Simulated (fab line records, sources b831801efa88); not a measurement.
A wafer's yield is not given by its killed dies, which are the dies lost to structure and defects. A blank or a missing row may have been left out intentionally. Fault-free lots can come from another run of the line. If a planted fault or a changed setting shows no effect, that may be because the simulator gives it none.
Problem report in the 8D (eight disciplines) form, filled by code + flow sky130 + the parts of the form that need people (team, actions taken, sign-off) are left out

== 1. WHAT IS WRONG ==
At SKY_LDD_HVP_IMPLANT_08, beam energy keV averages 19.165 over 6 wafers from 2 lots, while fault-free wafers read 19.999, standard deviation 0.0058. That is -99 or more standard deviations from the usual mean.
First observed at day 25 04:49: wafer L660.1, on implanter-03. Wafers with a number at this step in the record: 18, from 6 lots. The rule behind "out" and "out of limits": a value lying over 4 standard deviations away from the usual mean. The rest of the wafers with a number are treated as sound.

== 2. WHAT THIS IS AND IS NOT ==
| question                    | is                     | is not                                                                         |
|-----------------------------|------------------------|--------------------------------------------------------------------------------|
| which readings at this step | beam energy keV        | beam on s                                                                      |
| which lots                  | L660, L661             | L658, L666, L670, L674                                                         |
| which wafers of those lots  | all that have a number | -                                                                              |
| read on which tools         | implanter-03           | implanter-01, implanter-04                                                     |
| when                        | from day 25 04:49      | up to then (3 sound wafers); but 9 sound wafers of L666, L670, L674 came after |

== 3. THE SUSPECTS, EACH WITH WHAT RULES IT OUT ==
Counting: any tool at a process step up to the reading is kept as a suspect provided that every lot that is out went through it and no sound lot did after the first of them.
- implanter-03 at SKY_LDD_HVP_IMPLANT_08: ruled out as a lasting fault. Sound lots L674 ran on it after its first lot that is out, L660 (day 25 04:49).
Left after counting: nothing in the record.

== 4. THE CAUSE (what the simulator had put in) ==
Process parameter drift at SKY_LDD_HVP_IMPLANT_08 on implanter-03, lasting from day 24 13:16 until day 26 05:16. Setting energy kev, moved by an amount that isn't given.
Counting ruled it out, wrongly.

== 5. THE EFFECT CHAIN, in route order ==
Each row: a reading where the mean over the struck wafers with a number is more than 3 standard deviations away from the usual. Only readings whose record carries a usual standard deviation are examined. hours: median over the lots of the time between each lot's start at the first step of this table that gives one and its start at this step. sigmas: the change, counted in usual standard deviations.
| hours | step                   | reading         | usual  | on struck wafers | change | sigmas      |
|-------|------------------------|-----------------|--------|------------------|--------|-------------|
| 0     | SKY_LDD_HVP_IMPLANT_08 | beam energy keV | 19.999 | 19.165           | -0.834 | -99 or more |
The process steps in it:
- SKY_LDD_HVP_IMPLANT_08

== 6. HOW IT WOULD HAVE BEEN CAUGHT EARLIER ==
In this record the first reading out of limits was taken at day 25 04:49, 16 hours after the fault began at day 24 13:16.
